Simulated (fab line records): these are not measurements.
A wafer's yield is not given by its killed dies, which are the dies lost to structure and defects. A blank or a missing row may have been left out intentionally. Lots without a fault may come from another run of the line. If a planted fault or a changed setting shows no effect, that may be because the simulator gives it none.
Which tool did it? ; flow sky130 ; 36 wafers from 13 lots sampled at 5 of the route's 708 steps

== WHAT EACH GAUGE READ, for each wafer ==
SKY_VIA2_THK_MEAS_01.
lot;measured;on;VIA2_HDPCVD_THK (nm)
L757;day 36 20:51;film-metro-04;1185 1189 1176
L758;day 36 23:29;film-metro-01;1182 1161 1182
L756;day 36 23:50;film-metro-04;1188 1179 1180
L760;day 37 04:30;film-metro-04;1184 1162 1183
L761;day 37 11:21;film-metro-03;1175 1169 1190
L762;day 37 12:37;film-metro-01;1169 1174 1153
L763;day 37 20:20;film-metro-04;1172 1158 1152
L768;day 39 14:08;film-metro-04;1167 1193 1167
L771;day 40 04:32;film-metro-01;1187 1192
L773;day 41 04:27;film-metro-01;1169 1180
L774;day 41 12:34;film-metro-03;1176 1173
L776;day 41 16:30;film-metro-01;1167 1183 1188
L777;day 41 21:41;film-metro-01;1185 1182 1200

SKY_VIA2_BOW_MEAS_03.
lot;measured;on;VIA2_BOW (um)
L757;day 36 21:13;film-metro-01;93 88 82
L758;day 36 23:51;film-metro-03;86 85 86
L756;day 37 00:12;film-metro-04;92 95 78
L760;day 37 04:52;film-metro-01;85 90 86
L761;day 37 11:43;film-metro-04;93 84 93
L762;day 37 12:58;film-metro-03;83 92 87
L763;day 37 20:42;film-metro-03;80 79 75
L768;day 39 14:31;film-metro-01;91 83 95
L771;day 40 05:05;film-metro-01;75 80
L773;day 41 04:49;film-metro-04;86 84
L774;day 41 13:12;film-metro-03;86 80
L776;day 41 16:52;film-metro-03;82 78 82
L777;day 41 22:03;film-metro-03;87 84 77

SKY_CAPM_THK_MEAS_01.
lot;measured;on;CAPM_CVD_00_THK (nm)
L757;day 38 01:08;film-metro-01;15.29 15.45 15.65
L758;day 38 03:45;film-metro-01;15.09 15.55 15.52
L756;day 38 04:08;film-metro-03;15.07 15.44 15.49
L760;day 38 08:46;film-metro-02;15.53 15.42 15.56
L761;day 38 14:59;film-metro-01;15.53 15.64 15.55
L762;day 38 17:05;film-metro-02;15.16 15.69 15.64
L763;day 39 00:01;film-metro-02;15.35 15.49 15.63
L768;day 40 15:53;film-metro-02;15.53 15.83 15.85
L771;day 41 08:10;film-metro-02;24.57 15.59
L773;day 42 06:19;film-metro-01;15.30 24.97
L774;day 42 14:03;film-metro-03;24.76 15.35
L776;day 42 17:35;film-metro-01;15.44 15.53 15.47
L777;day 42 22:58;film-metro-02;15.41 15.41 15.38

SKY_CAPM_THK_MEAS_04: measures by xrf.
lot;measured;on;CAPM_TIN_THK (nm)
L757;day 38 01:26;film-metro-02;199.9 201.1 201.1
L758;day 38 04:02;film-metro-02;200.3 200.4 201.3
L756;day 38 04:25;film-metro-02;203.2 200.6 203.0
L760;day 38 09:03;film-metro-01;205.2 205.4 206.4
L761;day 38 15:17;film-metro-03;202.8 204.3 203.7
L762;day 38 17:22;film-metro-01;201.7 201.6 203.4
L763;day 39 00:18;film-metro-02;207.1 205.5 208.0
L768;day 40 16:11;film-metro-03;198.8 201.9 200.0
L771;day 41 08:28;film-metro-01;201.6 200.3
L773;day 42 06:37;film-metro-03;204.7 205.7
L774;day 42 14:20;film-metro-02;200.2 201.3
L776;day 42 17:53;film-metro-03;202.5 201.4 200.3
L777;day 42 23:16;film-metro-03;200.6 198.8 198.9

== WHICH TOOL RAN EACH LOT (tool, then ch and the chambers of the sampled wafers, then the start) ==
lot;SKY_CAPM_CVD_00
L757;pecvd-04 ch 0,2, day 38 01:07
L758;pecvd-02 ch 0,2, day 38 03:43
L756;pecvd-03 ch 0,1,2, day 38 04:06
L760;pecvd-02 ch 1,2, day 38 08:43
L761;pecvd-04 ch 1,2, day 38 14:58
L762;pecvd-02 ch 0,1, day 38 17:04
L763;pecvd-04 ch 0,1,2, day 38 23:59
L768;pecvd-04 ch 0,1,2, day 40 15:51
L771;pecvd-02 ch 2, day 41 08:08
L773;pecvd-02 ch 1, day 42 06:17
L774;pecvd-02 ch 2, day 42 14:01
L776;pecvd-03 ch 0,1,2, day 42 17:34
L777;pecvd-04 ch 0,1, day 42 22:55
- SKY_CAPM_CVD_00: deposits SiO2, target thk 15.5 nm.

== WHAT THE TOOLS THEMSELVES READ (means of the sampled wafers that have a number; where no wafer has one, the mark that the record gives instead) ==
SKY_CAPM_CVD_00.
lot;tool;heater-power-outer-w (W);heater-power-w (W)
L757;pecvd-04;507;755
L758;pecvd-02;353;631
L756;pecvd-03;435;722
L760;pecvd-02;426;723
L761;pecvd-04;395;688
L762;pecvd-02;448;722
L763;pecvd-04;477;790
L768;pecvd-04;449;756
L771;pecvd-02;367;678
L773;pecvd-02;516;789
L774;pecvd-02;390;688
L776;pecvd-03;468;781
L777;pecvd-04;437;799

== THE ANSWER, worked out from the rows above alone ==
Rule: what is usual is taken from the lots themselves. Put in order of their means at a reading, lots are off if they are a third of the lots or fewer, leave a main group of 4 or more, and stand apart from it by a gap of 3 or more times the standard deviation of the main group's means; of several such gaps the widest counts. The tables above print the reading to a certain number of digits; a main group whose means all agree to those digits is not used. Also off: a lot with no number at a reading for which 4 or more lots have one. Where the step has rows for the other lots, those lots are counted as sound. The gauges are gone through in route order, then the tools' own readings, and for those a lot's mean is taken as printed above. At the first step where some lot is off, the reading lying furthest off is the one used; lots without a number count as furthest.
Off: at SKY_CAPM_THK_MEAS_01 (CAPM_CVD_00_THK), L771, L773, L774. Mean 15.49 nm and standard deviation 0.11 in the main group.
A tool fits if, at a process step before that reading, it ran every lot that is off, and no sound lot after the first of them. Gauges at SKY_CAPM_THK_MEAS_01: tried the same way as those tools. One candidate fits, namely pecvd-02 at SKY_CAPM_CVD_00. Its last sound lot is L762 (day 38 17:04), its first lot that is off L771 (day 41 08:08): a fault that began between those two fits.

== WHAT THE SIMULATOR HAD PUT IN ==
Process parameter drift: pecvd-02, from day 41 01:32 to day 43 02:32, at SKY_CAPM_CVD_00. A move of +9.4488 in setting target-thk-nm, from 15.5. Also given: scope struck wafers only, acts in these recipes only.
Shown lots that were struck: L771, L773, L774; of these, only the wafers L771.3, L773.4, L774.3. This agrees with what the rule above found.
